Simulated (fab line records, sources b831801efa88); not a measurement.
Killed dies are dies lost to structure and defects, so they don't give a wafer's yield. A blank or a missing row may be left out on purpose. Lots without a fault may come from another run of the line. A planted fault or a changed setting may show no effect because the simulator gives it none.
A struck lot beside a sound one | flow sky130 | 35 steps out of a route of 708
Sound: wafers L486.1, L486.2, L486.4. Struck: wafers L492.2, L492.5. (L492.3 of the same lot was not struck and is left out.) The cause comes at the end.
At each step with rows: each side's tool, then ch and its chambers, then its first start. Under that, the readings that differ: sound wafers | struck wafers | difference of the means | sigmas: that difference in standard deviations of wafers without a fault.
alike: readings whose means differ by less than 2 such deviations, and words and numbers that are the same on both sides. not compared: withheld readings, readings that some wafer has no value for, bounds like >300 that may hide the same value, and numbers for which the record gives no deviation and whose values overlap.
The two part at a step that has a row with sigmas, a row that says differs or no value, or rows on one side only. Numbers that don't overlap but have no deviation are shown without sigmas and don't part them. A reading that every wafer of one side lacks parts them only if that side has two wafers or more.

first, 10 steps without rows for these wafers: SKY_VIA2_EXPOSE_09 (exposes mask VIM2, target cd 200 nm); SKY_VIA2_PEB_10; SKY_VIA2_DEVELOP_11 (develop time 60 s); SKY_VIA2_ETCH_14 (etches BARC in N2/H2, stops on SiO2, time 45.9 s, target depth 60 nm); SKY_VIA2_ETCH_15 (etches SiO2 in C4F8/O2/Ar, stops on TiN, target depth 546 nm, time 84 s); SKY_VIA2_STRIP_16 (strips in O2/N2); SKY_VIA2_STRIP_17 (strips in post etch residue remover, time 1200 s); SKY_VIA2_CLEAN_18 (cleans in IPA, time 180 s); SKY_VIA2_CLEAN_19 (cleans in O3/DIW); SKY_VIA2_SPUTTER_20 (material TiN, target thk 20 nm, time 80 s).
SKY_VIA2_CVD_21: deposits W, target thk 420 nm, time 126.4 s.
  sound on cvd_w-02 ch 0,1, day 37 18:58; struck on cvd_w-02 ch 0, day 39 22:19
  alike: heater_power_w
  not compared: since_wet_clean_h
then, 23 steps without rows for these wafers: SKY_VIA2_CMP_24 (polishes, stops on SiO2, t overpolish 20 s, target thk 0 nm); SKY_METAL3_SPUTTER_00 (material Ti, target thk 15 nm, time 10 s); SKY_METAL3_SPUTTER_01 (material TiN, target thk 20 nm, time 16.7 s); SKY_METAL3_SPUTTER_02 (material AlCu, target thk 735 nm, time 39.1 s); SKY_METAL3_SPUTTER_03 (material Ti, target thk 5 nm, time 3.3 s); SKY_METAL3_SPUTTER_04 (material TiN, target thk 70 nm, time 58.3 s); SKY_CAPM_CVD_00 (deposits SiO2, target thk 15.5 nm); SKY_CAPM_SPUTTER_02 (material TiN, target thk 200 nm, time 166.7 s); SKY_CAPM_DEHYDRATE_05 (time 60 s); SKY_CAPM_HMDS_06 (prime time 60 s); SKY_CAPM_COAT_07 (resist thk 1140 nm); SKY_CAPM_SOFTBAKE_08 (time 60 s); SKY_CAPM_EXPOSE_09 (exposes mask CAPM, target cd 1000 nm); SKY_CAPM_PEB_10; SKY_CAPM_DEVELOP_11 (develop time 60 s); SKY_CAPM_METAL_ETCH_13 (etches TiN in Cl2/BCl3, stops on SiO2, target depth 220 nm, time 62.9 s); SKY_CAPM_STRIP_14 (strips in O2/N2); SKY_CAPM_STRIP_15 (strips in post etch residue remover, time 1200 s); SKY_CAPM_CLEAN_16 (cleans in IPA, time 180 s); SKY_CAPM_CLEAN_17 (cleans in O3/DIW); SKY_METAL3_DEHYDRATE_05 (time 60 s); SKY_METAL3_HMDS_06 (prime time 60 s); SKY_METAL3_COAT_07 (resist thk 60 nm).
-- the record jumps here: 9 days lie between the struck wafers' starts before and after (it left off in module METAL3 and takes up again in module PAD_OPEN, whose first step shown is number 708 of the route) --
SKY_PAD_OPEN_PROBE_99:
  sound on prober-02, day 47 02:22; struck on prober-01, day 48 17:35
  reading                               | sound             | struck      | difference | sigmas
  defect_limited_yield (%)              | 80.9 80.9 82.7    | 76.8 73.0   | -6.6       | -3
  killed_at_M0_to_M3                    | 42 47 41          | 76 87       | +38        | +5
  killed_dies                           | 94 94 85          | 114 133     | +32        | +3
  sort_bin_3_pad_short (%)              | 1.2 0.4 1.4       | 2.2 2.4     | +1.3       | +3
  sort_bin_5_function (%)               | 11.4 12.8 11.2    | 13.8 18.1   | +4.2       | +3
  sort_n_pass                           | 398 398 407       | 378 359     | -32        | -3
  sort_yield_pct (%)                    | 80.9 80.9 82.7    | 76.8 73.0   | -6.6       | -3
  model.etest.tester.sort_n_pass        | 398 398 407       | 378 359     | -32        |
  model.etest.tester.sort_yield_pct (%) | 80.89 80.89 82.72 | 76.83 72.97 | -6.60      |
  model.etest.tester.sort_bin_5_pct (%) | 11.38 12.8 11.18  | 13.82 18.09 | +4.17      |
  model.etest.tester.sort_bin_3_pct (%) | 1.22 0.4065 1.423 | 2.236 2.439 | +1.321     |
  alike: killed_at_M4_up, killed_at_contacts, killed_at_front_end, killed_at_other, killed_on_rim, killed_open, killed_short, sort_bin_6_memory

WHERE THEY PART
Only at SKY_PAD_OPEN_PROBE_99, within this record.

WHY: what the simulator had put in
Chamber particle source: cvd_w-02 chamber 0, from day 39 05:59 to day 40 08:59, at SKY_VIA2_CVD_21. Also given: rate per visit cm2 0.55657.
